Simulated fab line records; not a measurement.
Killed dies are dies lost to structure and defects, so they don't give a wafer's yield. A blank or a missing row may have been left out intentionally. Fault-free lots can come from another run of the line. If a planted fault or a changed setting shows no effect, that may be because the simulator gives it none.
fab line records -- flow gf180mcu
record lots=24, wafers=72, last_day=34
route steps=602 shown V1@339 V2@406 V4@501 MIM@504 M5@534
lots untouched by any fault: they come from a run of this same line in which no faults occurred
start_h: hours from the record's first day to the start of the lot's first wafer shown -- wait_h: hours elapsed since this lot's preceding step -- " as in the row above -- L1.1+2: one row covering several wafers at once -- - either no value or no given start -- * or withheld: withheld -- < > ~ a bound
route shown NAME@n: NAME is a module with steps in the file, n the number in the route of the first one -- usual: average and standard deviation across the fault-free wafers -- same: alike in all rows -- chamber/n: place in a boat -- sites: per-site readings -- _std_site: the standard deviation of these -- _edge_site: inner sites' mean taken away from outer sites' mean -- radius_mm: for every site, how far away it sits from the centre of the wafer -- mask NAME#n: copy n -- behind: the last tool/chamber to shape the wafer -- hold: why the lot went on hold/how many hours it stayed there/how the hold came to an end -- device: transistor that didn't switch, given as n, p or np -- end of line: the route-end tests of the same wafers -- a step given without rows: its recipe and nothing more -- killed: not the wafer's yield, but the dies lost to structure and defects at the first sort -- map: a wafer's dies, x killed, . not, _ none there
set.NAME: the run value of the setting; set.NAME@STEP: its run value at that earlier step -- model.NAME: the simulator's own value behind a step, which no gauge read
one table for each step of the route and one row for each wafer, over a sample of lots
services: from which hour (start_h, from the record's first day; less than 0 if before it) a tool's chamber was out of use, for how many hours, and why
## steps
# step GF_V1_CMP_04
# recipe material=SiO2, down_force_psi=4, platen_rpm=60, pad_velocity_m_s=0.94248
# usual motor_current_A=10.9/0.99, time_to_endpoint_s=82/4.7
lot.wafer,tool,chamber,start_h,wait_h,motor_current_A,time_to_endpoint_s
L074.4,cmp-01,0,390.95,0.0,11.1,85
L074.1,cmp-01,1,390.95,0.0,11.7,83
L074.6,cmp-01,1,390.95,0.0,11.7,87
L075.2,cmp-02,1,398.95,0.1,11.0,78
L075.5,cmp-02,3,398.95,0.1,10.7,89
L075.6,cmp-02,0,398.95,0.1,10.2,93
L077.1,cmp-01,2,409.59,0.1,9.6,85
L077.2,cmp-01,3,409.59,0.1,9.2,82
L077.6,cmp-01,1,409.59,0.1,11.9,84
L076.2,cmp-01,0,410.07,0.0,11.2,80
L076.3,cmp-01,1,410.07,0.0,12.4,81
L076.4,cmp-01,3,410.07,0.0,9.3,84
L078.2,cmp-01,3,427.44,0.1,9.2,82
L078.3,cmp-01,0,427.44,0.1,11.5,80
L078.6,cmp-01,2,427.44,0.1,9.0,86
L079.2,cmp-02,3,429.24,0.1,11.2,80
L079.6,cmp-02,2,429.24,0.1,11.8,79
L079.5,cmp-02,3,429.24,0.1,11.8,89
L080.4,cmp-01,1,437.67,0.1,11.8,91
L080.1,cmp-01,3,437.67,0.1,8.6,80
L080.6,cmp-01,0,437.67,0.1,11.3,88
L081.1,cmp-01,2,444.69,0.1,8.9,82
L081.5,cmp-01,0,444.69,0.1,11.4,90
L081.6,cmp-01,1,444.69,0.1,11.7,90
L082.3,cmp-02,0,454.77,0.0,11.1,79
L082.4,cmp-02,3,454.77,0.0,11.5,80
L082.5,cmp-02,1,454.77,0.0,11.2,76
L083.2,cmp-01,1,471.46,0.0,11.6,85
L083.3,cmp-01,2,471.46,0.0,8.9,76
L083.1,cmp-01,0,471.46,0.0,11.6,83
L084.4,cmp-02,3,472.93,0.0,11.4,86
L084.6,cmp-02,3,472.93,0.0,11.9,90
L084.5,cmp-02,0,472.93,0.0,9.8,84
L085.2,cmp-02,2,476.60,0.0,11.7,88
L085.1,cmp-02,3,476.60,0.0,11.3,82
L085.4,cmp-02,0,476.60,0.0,10.8,86
L086.4,cmp-02,2,491.59,0.0,11.9,87
L086.3,cmp-02,3,491.59,0.0,11.5,85
L086.2,cmp-02,0,491.59,0.0,10.6,82
L087.1,cmp-01,2,501.09,0.1,9.3,81
L087.4,cmp-01,3,501.09,0.1,9.8,87
L087.5,cmp-01,0,501.09,0.1,11.3,83
L088.4,cmp-01,3,506.24,0.0,9.0,85
L088.3,cmp-01,0,506.24,0.0,12.0,80
L088.2,cmp-01,1,506.24,0.0,12.0,81
L089.3,cmp-02,2,513.36,0.0,12.0,77
L089.2,cmp-02,3,513.36,0.0,11.9,78
L089.1,cmp-02,0,513.36,0.0,10.8,81
L090.1,cmp-02,1,519.29,0.1,11.3,77
L090.4,cmp-02,2,519.29,0.1,12.0,80
L090.5,cmp-02,2,519.29,0.1,12.4,85
L091.4,cmp-01,3,534.12,0.0,8.9,80
L091.1,cmp-01,0,534.12,0.0,11.7,74
L091.3,cmp-01,2,534.12,0.0,9.5,73
L092.4,cmp-02,2,544.34,0.2,12.1,83
L092.6,cmp-02,3,544.34,0.2,11.6,83
L092.5,cmp-02,0,544.34,0.2,10.8,88
L093.3,cmp-02,2,549.66,0.3,12.5,79
L093.4,cmp-02,3,549.66,0.3,11.4,89
L093.2,cmp-02,0,549.66,0.3,10.5,77
L094.3,cmp-02,2,566.65,0.1,11.9,88
L094.2,cmp-02,3,566.65,0.1,11.0,79
L094.1,cmp-02,0,566.65,0.1,10.5,90
L096.1,cmp-02,1,576.87,0.1,11.2,71
L096.2,cmp-02,0,576.87,0.1,10.3,78
L096.5,cmp-02,2,576.87,0.1,11.9,81
L095.1,cmp-01,3,580.12,0.1,8.6,73
L095.3,cmp-01,0,580.12,0.1,11.3,74
L095.5,cmp-01,1,580.12,0.1,11.6,83
L097.1,cmp-02,3,585.93,0.1,11.0,75
L097.3,cmp-02,2,585.93,0.1,11.3,73
L097.6,cmp-02,3,585.93,0.1,10.7,78
# step GF_V2_RS_MEAS_24
# recipe thk_meas_gauge=four-point-probe, reads=W_of_V2_CVD_23+TiN_of_V2_SPUTTER_22+Ti_of_V2_SPUTTER_21
# usual V2_W_RS=0.329/0.0037
lot.wafer,tool,chamber,start_h,wait_h,V2_W_RS[ohm/sq]
L074.1,film_metro-04,-,467.59,0.1,0.333
L074.4,film_metro-04,-,467.59,0.1,0.325
L074.6,film_metro-04,-,467.59,0.1,0.325
L075.2,film_metro-01,-,474.46,0.1,0.328
L075.5,film_metro-01,-,474.46,0.1,0.330
L075.6,film_metro-01,-,474.46,0.1,0.328
L077.1,film_metro-04,-,485.76,0.1,0.331
L077.2,film_metro-04,-,485.76,0.1,0.330
L077.6,film_metro-04,-,485.76,0.1,0.326
L076.2,film_metro-01,-,486.41,0.1,0.323
L076.3,film_metro-01,-,486.41,0.1,0.331
L076.4,film_metro-01,-,486.41,0.1,0.321
L078.2,film_metro-03,-,503.60,0.1,0.333
L078.3,film_metro-03,-,503.60,0.1,0.336
L078.6,film_metro-03,-,503.60,0.1,0.332
L079.2,film_metro-04,-,505.37,0.1,0.321
L079.5,film_metro-04,-,505.37,0.1,0.324
L079.6,film_metro-04,-,505.37,0.1,0.327
L080.1,film_metro-03,-,512.80,0.1,0.325
L080.4,film_metro-03,-,512.80,0.1,0.325
L080.6,film_metro-03,-,512.80,0.1,0.329
L081.1,film_metro-01,-,518.20,0.1,0.333
L081.5,film_metro-01,-,518.20,0.1,0.332
L081.6,film_metro-01,-,518.20,0.1,0.328
L082.3,film_metro-01,-,530.30,0.1,0.334
L082.4,film_metro-01,-,530.30,0.1,0.330
L082.5,film_metro-01,-,530.30,0.1,0.333
L083.1,film_metro-03,-,544.97,0.1,0.320
L083.2,film_metro-03,-,544.97,0.1,0.328
L083.3,film_metro-03,-,544.97,0.1,0.326
L084.4,film_metro-04,-,547.26,0.1,0.329
L084.5,film_metro-04,-,547.26,0.1,0.328
L084.6,film_metro-04,-,547.26,0.1,0.330
L085.1,film_metro-03,-,550.55,0.1,0.322
L085.2,film_metro-03,-,550.55,0.1,0.331
L085.4,film_metro-03,-,550.55,0.1,0.328
L086.2,film_metro-03,-,563.77,0.1,0.329
L086.3,film_metro-03,-,563.77,0.1,0.332
L086.4,film_metro-03,-,563.77,0.1,0.332
L087.1,film_metro-03,-,573.73,0.1,0.335
L087.4,film_metro-03,-,573.73,0.1,0.332
L087.5,film_metro-03,-,573.73,0.1,0.330
L088.2,film_metro-04,-,577.22,0.1,0.332
L088.3,film_metro-04,-,577.22,0.1,0.335
L088.4,film_metro-04,-,577.22,0.1,0.331
L089.1,film_metro-04,-,585.14,0.1,0.322
L089.2,film_metro-04,-,585.14,0.1,0.329
L089.3,film_metro-04,-,585.14,0.1,0.329
L090.1,film_metro-01,-,590.80,0.1,0.333
L090.4,film_metro-01,-,590.80,0.1,0.333
L090.5,film_metro-01,-,590.80,0.1,0.329
L091.1,film_metro-04,-,605.31,0.1,0.329
L091.3,film_metro-04,-,605.31,0.1,0.330
L091.4,film_metro-04,-,605.31,0.1,0.320
L092.4,film_metro-04,-,614.43,0.1,0.331
L092.5,film_metro-04,-,614.43,0.1,0.334
L092.6,film_metro-04,-,614.43,0.1,0.333
L093.2,film_metro-04,-,619.05,0.1,0.328
L093.3,film_metro-04,-,619.05,0.1,0.327
L093.4,film_metro-04,-,619.05,0.1,0.332
L094.1,film_metro-01,-,634.80,0.1,0.327
L094.2,film_metro-01,-,634.80,0.1,0.329
L094.3,film_metro-01,-,634.80,0.1,0.330
L096.1,film_metro-03,-,645.80,0.1,0.330
L096.2,film_metro-03,-,645.80,0.1,0.332
L096.5,film_metro-03,-,645.80,0.1,0.328
L095.1,film_metro-04,-,647.70,0.1,0.329
L095.3,film_metro-04,-,647.70,0.1,0.328
L095.5,film_metro-04,-,647.70,0.1,0.329
L097.1,film_metro-01,-,652.67,0.1,0.328
L097.3,film_metro-01,-,652.67,0.1,0.334
L097.6,film_metro-01,-,652.67,0.1,0.330
# step GF_V4_THK_MEAS_25
# recipe thk_meas_gauge=xrf, reads=W_of_V4_CVD_23
# usual V4_W_THK=360/5.9
lot.wafer,tool,chamber,start_h,wait_h,V4_W_THK[nm]
L074.1,film_metro-01,-,565.35,0.1,350
L074.4,film_metro-01,-,565.35,0.1,352
L074.6,film_metro-01,-,565.35,0.1,347
L075.2,film_metro-01,-,572.46,0.1,357
L075.5,film_metro-01,-,572.46,0.1,351
L075.6,film_metro-01,-,572.46,0.1,356
L077.1,film_metro-03,-,582.91,0.1,363
L077.2,film_metro-03,-,582.91,0.1,354
L077.6,film_metro-03,-,582.91,0.1,355
L076.2,film_metro-03,-,583.26,0.1,358
L076.3,film_metro-03,-,583.26,0.1,360
L076.4,film_metro-03,-,583.26,0.1,360
L078.2,film_metro-04,-,599.87,0.1,361
L078.3,film_metro-04,-,599.87,0.1,357
L078.6,film_metro-04,-,599.87,0.1,363
L079.2,film_metro-03,-,600.19,0.1,350
L079.5,film_metro-03,-,600.19,0.1,351
L079.6,film_metro-03,-,600.19,0.1,357
L080.1,film_metro-03,-,607.94,0.1,354
L080.4,film_metro-03,-,607.94,0.1,354
L080.6,film_metro-03,-,607.94,0.1,352
L081.1,film_metro-04,-,611.64,0.1,361
L081.5,film_metro-04,-,611.64,0.1,358
L081.6,film_metro-04,-,611.64,0.1,359
L082.3,film_metro-03,-,624.37,0.1,358
L082.4,film_metro-03,-,624.37,0.1,357
L082.5,film_metro-03,-,624.37,0.1,358
L083.1,film_metro-03,-,637.27,0.1,354
L083.2,film_metro-03,-,637.27,0.1,358
L083.3,film_metro-03,-,637.27,0.1,357
L084.4,film_metro-04,-,640.78,0.1,364
L084.5,film_metro-04,-,640.78,0.1,363
L084.6,film_metro-04,-,640.78,0.1,362
L085.1,film_metro-01,-,642.99,0.1,357
L085.2,film_metro-01,-,642.99,0.1,362
L085.4,film_metro-01,-,642.99,0.1,362
L086.2,film_metro-04,-,656.47,0.1,359
L086.3,film_metro-04,-,656.47,0.1,352
L086.4,film_metro-04,-,656.47,0.1,358
L087.1,film_metro-04,-,663.25,0.1,360
L087.4,film_metro-04,-,663.25,0.1,360
L087.5,film_metro-04,-,663.25,0.1,360
L088.2,film_metro-03,-,667.68,0.1,356
L088.3,film_metro-03,-,667.68,0.1,360
L088.4,film_metro-03,-,667.68,0.1,357
L089.1,film_metro-04,-,674.11,0.1,366
L089.2,film_metro-04,-,674.11,0.1,369
L089.3,film_metro-04,-,674.11,0.1,369
L090.1,film_metro-03,-,678.04,0.1,363
L090.4,film_metro-03,-,678.04,0.1,359
L090.5,film_metro-03,-,678.04,0.1,363
L091.1,film_metro-01,-,691.48,0.1,354
L091.3,film_metro-01,-,691.48,0.1,349
L091.4,film_metro-01,-,691.48,0.1,354
L092.4,film_metro-04,-,699.29,0.1,366
L092.5,film_metro-04,-,699.29,0.1,370
L092.6,film_metro-04,-,699.29,0.1,367
L093.2,film_metro-01,-,704.58,0.1,357
L093.3,film_metro-01,-,704.58,0.1,355
L093.4,film_metro-01,-,704.58,0.1,361
L094.1,film_metro-03,-,717.80,0.1,363
L094.2,film_metro-03,-,717.80,0.1,358
L094.3,film_metro-03,-,717.80,0.1,355
L096.1,film_metro-04,-,726.66,0.1,366
L096.2,film_metro-04,-,726.66,0.1,373
L096.5,film_metro-04,-,726.66,0.1,372
L095.1,film_metro-01,-,728.65,0.1,349
L095.3,film_metro-01,-,728.65,0.1,353
L095.5,film_metro-01,-,728.65,0.1,350
L097.1,film_metro-04,-,734.34,0.1,373
L097.3,film_metro-04,-,734.34,0.1,367
L097.6,film_metro-04,-,734.34,0.1,372
# step GF_MIM_SPUTTER_01
# recipe material=TiN, target_thk_nm=30, power_w=6500, time_s=25, chamber_pressure_pa=0.4
# usual throttle_valve_pct=29.7/1.5
lot.wafer,tool,chamber,start_h,wait_h,throttle_valve_pct
L074.1,pvd_sputter-01,-,565.81,0.1,32.1
L074.4,pvd_sputter-01,-,565.81,0.1,27.6
L074.6,pvd_sputter-01,-,565.81,0.1,31.0
L075.2,pvd_sputter-04,-,572.91,0.1,30.3
L075.5,pvd_sputter-04,-,572.91,0.1,29.5
L075.6,pvd_sputter-04,-,572.91,0.1,27.1
L077.1,pvd_sputter-01,-,583.37,0.1,27.7
L077.2,pvd_sputter-01,-,583.37,0.1,31.8
L077.6,pvd_sputter-01,-,583.37,0.1,31.9
L076.2,pvd_sputter-04,-,583.71,0.1,29.6
L076.3,pvd_sputter-04,-,583.71,0.1,29.5
L076.4,pvd_sputter-04,-,583.71,0.1,27.2
L078.2,pvd_sputter-02,-,600.32,0.1,31.4
L078.3,pvd_sputter-02,-,600.32,0.1,28.2
L078.6,pvd_sputter-02,-,600.32,0.1,31.6
L079.2,pvd_sputter-02,-,600.64,0.1,31.4
L079.5,pvd_sputter-02,-,600.64,0.1,30.9
L079.6,pvd_sputter-02,-,600.64,0.1,28.1
L080.1,pvd_sputter-02,-,608.40,0.1,31.3
L080.4,pvd_sputter-02,-,608.40,0.1,30.5
L080.6,pvd_sputter-02,-,608.40,0.1,30.6
L081.1,pvd_sputter-01,-,612.10,0.1,27.6
L081.5,pvd_sputter-01,-,612.10,0.1,27.7
L081.6,pvd_sputter-01,-,612.10,0.1,29.4
L082.3,pvd_sputter-02,-,624.81,0.1,30.4
L082.4,pvd_sputter-02,-,624.81,0.1,27.8
L082.5,pvd_sputter-02,-,624.81,0.1,30.6
L083.1,pvd_sputter-01,-,637.73,0.1,29.4
L083.2,pvd_sputter-01,-,637.73,0.1,31.9
L083.3,pvd_sputter-01,-,637.73,0.1,30.7
L084.4,pvd_sputter-02,-,641.42,0.1,31.3
L084.5,pvd_sputter-02,-,641.42,0.1,28.1
L084.6,pvd_sputter-02,-,641.42,0.1,31.3
L085.1,pvd_sputter-02,-,643.45,0.1,31.3
L085.2,pvd_sputter-02,-,643.45,0.1,28.2
L085.4,pvd_sputter-02,-,643.45,0.1,30.8
L086.2,pvd_sputter-01,-,656.92,0.1,32.2
L086.3,pvd_sputter-01,-,656.92,0.1,31.0
L086.4,pvd_sputter-01,-,656.92,0.1,29.4
L087.1,pvd_sputter-01,-,663.71,0.1,30.8
L087.4,pvd_sputter-01,-,663.71,0.1,27.7
L087.5,pvd_sputter-01,-,663.71,0.1,27.8
L088.2,pvd_sputter-04,-,668.13,0.1,27.3
L088.3,pvd_sputter-04,-,668.13,0.1,29.3
L088.4,pvd_sputter-04,-,668.13,0.1,30.3
L089.1,pvd_sputter-01,-,674.57,0.1,31.1
L089.2,pvd_sputter-01,-,674.57,0.1,29.7
L089.3,pvd_sputter-01,-,674.57,0.1,32.2
L090.1,pvd_sputter-04,-,678.50,0.1,29.4
L090.4,pvd_sputter-04,-,678.50,0.1,27.2
L090.5,pvd_sputter-04,-,678.50,0.1,30.2
L091.1,pvd_sputter-04,-,691.94,0.1,27.1
L091.3,pvd_sputter-04,-,691.94,0.1,29.5
L091.4,pvd_sputter-04,-,691.94,0.1,30.1
L092.4,pvd_sputter-01,-,699.72,0.1,31.8
L092.5,pvd_sputter-01,-,699.72,0.1,31.6
L092.6,pvd_sputter-01,-,699.72,0.1,30.9
L093.2,pvd_sputter-04,-,705.03,0.1,29.5
L093.3,pvd_sputter-04,-,705.03,0.1,29.4
L093.4,pvd_sputter-04,-,705.03,0.1,30.1
L094.1,pvd_sputter-02,-,718.26,0.1,30.7
L094.2,pvd_sputter-02,-,718.26,0.1,30.6
L094.3,pvd_sputter-02,-,718.26,0.1,31.3
L096.1,pvd_sputter-02,-,727.12,0.1,31.5
L096.2,pvd_sputter-02,-,727.12,0.1,28.0
L096.5,pvd_sputter-02,-,727.12,0.1,31.5
L095.1,pvd_sputter-04,-,729.11,0.1,29.5
L095.3,pvd_sputter-04,-,729.11,0.1,29.3
L095.5,pvd_sputter-04,-,729.11,0.1,29.6
L097.1,pvd_sputter-01,-,734.80,0.1,31.0
L097.3,pvd_sputter-01,-,734.80,0.1,32.3
L097.6,pvd_sputter-01,-,734.80,0.1,30.7
# step GF_M5_OVL_MEAS_08
# usual M5_OVL=-3/5.5
lot.wafer,tool,chamber,start_h,wait_h,M5_OVL[nm]
L074.1,overlay-01,-,608.64,0.1,-9
L074.4,overlay-01,-,608.64,0.1,-5
L074.6,overlay-01,-,608.64,0.1,-14
L075.2,overlay-01,-,616.70,0.1,2
L075.5,overlay-01,-,616.70,0.1,3
L075.6,overlay-01,-,616.70,0.1,12
L077.1,overlay-01,-,626.24,0.1,-8
L077.2,overlay-01,-,626.24,0.1,-8
L077.6,overlay-01,-,626.24,0.1,-10
L076.2,overlay-01,-,627.10,0.1,-14
L076.3,overlay-01,-,627.10,0.1,-11
L076.4,overlay-01,-,627.10,0.1,-8
L078.2,overlay-02,-,643.10,0.1,-4
L078.3,overlay-02,-,643.10,0.1,-8
L078.6,overlay-02,-,643.10,0.1,-6
L079.2,overlay-01,-,643.79,0.1,-6
L079.5,overlay-01,-,643.79,0.1,-12
L079.6,overlay-01,-,643.79,0.1,-8
L080.1,overlay-02,-,650.69,0.1,0
L080.4,overlay-02,-,650.69,0.1,-3
L080.6,overlay-02,-,650.69,0.1,6
L081.1,overlay-02,-,654.64,0.1,-10
L081.5,overlay-02,-,654.64,0.1,-10
L081.6,overlay-02,-,654.64,0.1,-8
L082.3,overlay-02,-,666.44,0.1,0
L082.4,overlay-02,-,666.44,0.1,2
L082.5,overlay-02,-,666.44,0.1,-1
L083.1,overlay-01,-,677.14,0.1,0
L083.2,overlay-01,-,677.14,0.1,-6
L083.3,overlay-01,-,677.14,0.1,0
L084.4,overlay-02,-,681.81,0.1,2
L084.5,overlay-02,-,681.81,0.1,0
L084.6,overlay-02,-,681.81,0.1,6
L085.1,overlay-02,-,684.14,0.1,-2
L085.2,overlay-02,-,684.14,0.1,3
L085.4,overlay-02,-,684.14,0.1,5
L086.2,overlay-02,-,695.84,0.1,-10
L086.3,overlay-02,-,695.84,0.1,-6
L086.4,overlay-02,-,695.84,0.1,-2
L087.1,overlay-01,-,701.64,0.1,-4
L087.4,overlay-01,-,701.64,0.1,0
L087.5,overlay-01,-,701.64,0.1,-2
L088.2,overlay-02,-,706.39,0.1,3
L088.3,overlay-02,-,706.39,0.1,-2
L088.4,overlay-02,-,706.39,0.1,-1
L089.1,overlay-01,-,711.94,0.1,3
L089.2,overlay-01,-,711.94,0.1,8
L089.3,overlay-01,-,711.94,0.1,7
L090.1,overlay-01,-,716.14,0.1,-2
L090.4,overlay-01,-,716.14,0.1,-3
L090.5,overlay-01,-,716.14,0.1,-9
L091.1,overlay-02,-,728.74,0.1,-5
L091.3,overlay-02,-,728.74,0.1,-3
L091.4,overlay-02,-,728.74,0.1,-7
L092.4,overlay-01,-,734.76,0.1,-7
L092.5,overlay-01,-,734.76,0.1,-8
L092.6,overlay-01,-,734.76,0.1,-2
L093.2,overlay-01,-,740.90,0.1,-1
L093.3,overlay-01,-,740.90,0.1,-1
L093.4,overlay-01,-,740.90,0.1,1
L094.1,overlay-02,-,753.09,0.1,8
L094.2,overlay-02,-,753.09,0.1,5
L094.3,overlay-02,-,753.09,0.1,3
L096.1,overlay-02,-,761.49,0.1,-5
L096.2,overlay-02,-,761.49,0.1,-12
L096.5,overlay-02,-,761.49,0.1,0
L095.1,overlay-02,-,762.79,0.1,-1
L095.3,overlay-02,-,762.79,0.1,-4
L095.5,overlay-02,-,762.79,0.1,0
L097.1,overlay-01,-,768.94,0.1,-12
L097.3,overlay-01,-,768.94,0.1,-9
L097.6,overlay-01,-,768.94,0.1,-9
# step GF_M5_METAL_ETCH_10
# recipe chemistry=Cl2/BCl3, mask_material=KrF, target_depth_nm=627.5, stop_on=SiO2, pressure_mtorr=8, icp_w=800, bias_w=140, Cl2_flow_sccm=80, bcl3_flow_sccm=40, time_s=104.6
# usual bcl3_flow_sccm=40.00/0.11, drypump_motor_current_A=5.7/0.64, mfc_cl2_sccm=79.99/0.27, oes_product_au=0.974/0.0062, throttle_valve_pct=28.249/0.01
lot.wafer,tool,chamber,start_h,wait_h,bcl3_flow_sccm,drypump_motor_current_A,mfc_cl2_sccm,oes_product_au,rf_hours_counter_h,throttle_valve_pct
L074.1,rie_metal-01,1,608.70,0.0,40.00,4.7,80.26,0.978,0.2,28.261
L074.4,rie_metal-01,0,608.70,0.0,39.80,6.4,80.39,0.963,-,28.255
L074.6,rie_metal-01,1,608.70,0.0,39.90,4.7,80.20,0.971,-,28.240
L075.2,rie_metal-02,1,616.75,0.0,39.94,5.7,80.40,0.966,3.7,28.266
L075.5,rie_metal-02,1,616.75,0.0,40.12,5.7,79.49,0.978,-,28.243
L075.6,rie_metal-02,0,616.75,0.0,39.97,6.2,80.11,0.969,-,28.270
L077.1,rie_metal-04,1,626.30,0.0,39.83,5.0,80.14,0.965,3.4,28.244
L077.2,rie_metal-04,1,626.30,0.0,39.95,5.0,79.97,0.977,-,28.260
L077.6,rie_metal-04,1,626.30,0.0,39.97,5.0,80.21,0.977,-,28.235
L076.2,rie_metal-02,1,627.15,0.0,40.12,5.7,79.71,0.971,4.1,28.245
L076.3,rie_metal-02,1,627.15,0.0,39.96,5.8,79.92,0.968,-,28.258
L076.4,rie_metal-02,0,627.15,0.0,40.08,6.2,80.41,0.968,-,28.255
L078.2,rie_metal-02,1,643.15,0.0,40.03,5.8,79.74,0.978,4.7,28.246
L078.3,rie_metal-02,1,643.15,0.0,39.97,5.7,79.99,0.971,-,28.248
L078.6,rie_metal-02,0,643.15,0.0,39.87,6.2,80.04,0.972,-,28.246
L079.2,rie_metal-04,0,643.85,0.0,39.96,5.4,80.20,0.979,0.3,28.221
L079.5,rie_metal-04,1,643.85,0.0,40.01,5.0,79.87,0.971,-,28.259
L079.6,rie_metal-04,0,643.85,0.0,39.97,5.4,79.97,0.985,-,28.259
L080.1,rie_metal-04,1,650.75,0.0,40.08,5.0,80.14,0.980,4.6,28.242
L080.4,rie_metal-04,1,650.75,0.0,40.12,5.0,80.05,0.979,-,28.245
L080.6,rie_metal-04,1,650.75,0.0,40.09,5.0,79.87,0.980,-,28.241
L081.1,rie_metal-02,1,654.70,0.0,39.93,5.8,80.18,0.973,5.2,28.254
L081.5,rie_metal-02,1,654.70,0.0,39.86,5.7,80.43,0.970,-,28.249
L081.6,rie_metal-02,0,654.70,0.0,40.05,6.2,80.14,0.972,-,28.250
L082.3,rie_metal-02,1,666.52,0.0,39.94,5.8,80.08,0.967,-,28.259
L082.4,rie_metal-02,0,666.52,0.0,40.23,6.2,80.40,0.973,-,28.249
L082.5,rie_metal-02,1,666.52,0.0,39.80,5.8,80.00,0.968,-,28.248
L083.1,rie_metal-02,0,677.20,0.0,40.11,6.2,79.99,0.984,7.8,28.235
L083.2,rie_metal-02,1,677.20,0.0,40.02,5.8,80.08,0.982,5.9,28.248
L083.3,rie_metal-02,1,677.20,0.0,39.74,5.8,80.03,0.977,-,28.253
L084.4,rie_metal-01,1,681.89,0.0,40.01,4.7,79.38,0.978,-,28.255
L084.5,rie_metal-01,0,681.89,0.0,39.87,6.4,79.52,0.981,-,28.242
L084.6,rie_metal-01,1,681.89,0.0,39.80,4.7,79.92,0.978,-,28.275
L085.1,rie_metal-01,1,684.20,0.0,39.91,4.7,80.16,0.979,2.9,28.246
L085.2,rie_metal-01,1,684.20,0.0,40.01,4.7,79.76,0.971,-,28.232
L085.4,rie_metal-01,1,684.20,0.0,40.04,4.7,80.02,0.973,-,28.239
L086.2,rie_metal-01,0,695.93,0.0,40.13,6.4,80.29,0.982,-,28.245
L086.3,rie_metal-01,0,695.93,0.0,39.93,6.4,80.23,0.976,-,28.233
L086.4,rie_metal-01,0,695.93,0.0,40.28,6.4,80.44,0.970,-,28.246
L087.1,rie_metal-01,0,701.71,0.0,40.15,6.4,79.81,0.982,1.4,28.246
L087.4,rie_metal-01,0,701.71,0.0,40.00,6.4,79.56,0.977,-,28.252
L087.5,rie_metal-01,0,701.71,0.0,40.07,6.4,80.05,0.970,-,28.250
L088.2,rie_metal-02,0,706.45,0.0,40.19,6.2,80.57,0.977,8.9,28.231
L088.3,rie_metal-02,0,706.45,0.0,39.89,6.1,79.92,0.981,-,28.242
L088.4,rie_metal-02,1,706.45,0.0,39.89,5.7,80.09,0.976,-,28.246
L089.1,rie_metal-04,0,712.01,0.0,39.99,5.4,80.24,0.975,2.9,28.260
L089.2,rie_metal-04,1,712.01,0.0,39.95,5.0,80.31,0.983,7.0,28.249
L089.3,rie_metal-04,0,712.01,0.0,39.92,5.4,79.96,0.973,-,28.252
L090.1,rie_metal-02,0,716.20,0.0,40.02,6.2,79.86,0.971,9.3,28.246
L090.4,rie_metal-02,0,716.20,0.0,39.97,6.2,80.07,0.966,-,28.248
L090.5,rie_metal-02,1,716.20,0.0,39.80,5.7,79.85,0.963,-,28.251
L091.1,rie_metal-01,0,728.80,0.0,39.82,6.4,80.60,0.973,3.1,28.264
L091.3,rie_metal-01,1,728.80,0.0,40.11,4.7,79.67,0.968,-,28.265
L091.4,rie_metal-01,0,728.80,0.0,39.97,6.4,80.47,0.971,-,28.239
L092.4,rie_metal-01,0,734.84,0.0,39.97,6.4,80.24,0.978,-,28.242
L092.5,rie_metal-01,0,734.84,0.0,39.97,6.4,79.90,0.977,-,28.240
L092.6,rie_metal-01,1,734.84,0.0,40.07,4.7,79.80,0.974,-,28.262
L093.2,rie_metal-02,1,740.96,0.0,40.05,5.7,80.12,0.969,8.6,28.246
L093.3,rie_metal-02,1,740.96,0.0,39.77,5.8,79.99,0.958,-,28.231
L093.4,rie_metal-02,0,740.96,0.0,40.20,6.2,80.17,0.965,-,28.242
L094.1,rie_metal-01,1,753.15,0.0,40.11,4.7,79.78,0.965,5.0,28.262
L094.2,rie_metal-01,0,753.15,0.0,39.90,6.4,80.02,0.959,4.1,28.244
L094.3,rie_metal-01,0,753.15,0.0,39.96,6.4,80.15,0.976,-,28.251
L096.1,rie_metal-01,1,761.55,0.0,39.90,4.7,80.09,0.976,5.3,28.255
L096.2,rie_metal-01,0,761.55,0.0,39.91,6.4,79.79,0.967,4.5,28.227
L096.5,rie_metal-01,1,761.55,0.0,39.88,4.7,80.07,0.974,-,28.250
L095.1,rie_metal-02,0,762.85,0.0,40.01,6.2,80.17,0.967,11.5,28.249
L095.3,rie_metal-02,0,762.85,0.0,40.10,6.2,80.23,0.970,-,28.254
L095.5,rie_metal-02,1,762.85,0.0,39.79,5.8,79.89,0.971,-,28.232
L097.1,rie_metal-01,0,769.00,0.0,40.13,6.4,80.22,0.983,4.9,28.246
L097.3,rie_metal-01,0,769.00,0.0,40.20,6.4,79.82,0.981,-,28.247
L097.6,rie_metal-01,0,769.00,0.0,40.07,6.4,80.08,0.986,-,28.233
## services
tool,chamber,start_h,hours,kind
cmp-02,-,368.12,2.2,repair
rie_metal-01,-,369.60,2.8,pm
cmp-01,-,372.01,2.9,repair
cmp-01,-,372.75,2.8,repair
cmp-01,-,372.90,1.7,repair
cmp-01,-,404.23,4.0,pm
rie_metal-02,-,411.94,1.0,repair
cmp-02,-,442.08,1.0,repair
cmp-01,-,451.71,0.2,repair
cmp-02,-,536.59,1.6,repair
cmp-01,-,541.98,2.2,repair
cmp-01,-,547.17,4.7,pm
cmp-01,-,551.87,5.5,pm
cmp-02,-,572.15,4.0,pm
rie_metal-01,1,582.99,19.5,repair
cmp-01,-,596.46,0.3,repair
rie_metal-02,1,623.50,1.2,repair
cmp-02,-,635.30,8.2,pm
rie_metal-02,-,664.45,1.2,repair
rie_metal-01,0,683.24,6.5,repair
cmp-02,-,699.20,5.5,pm
cmp-01,-,711.21,2.0,repair
cmp-01,-,744.23,4.0,pm
cmp-01,-,767.34,5.4,repair
## key
fault none
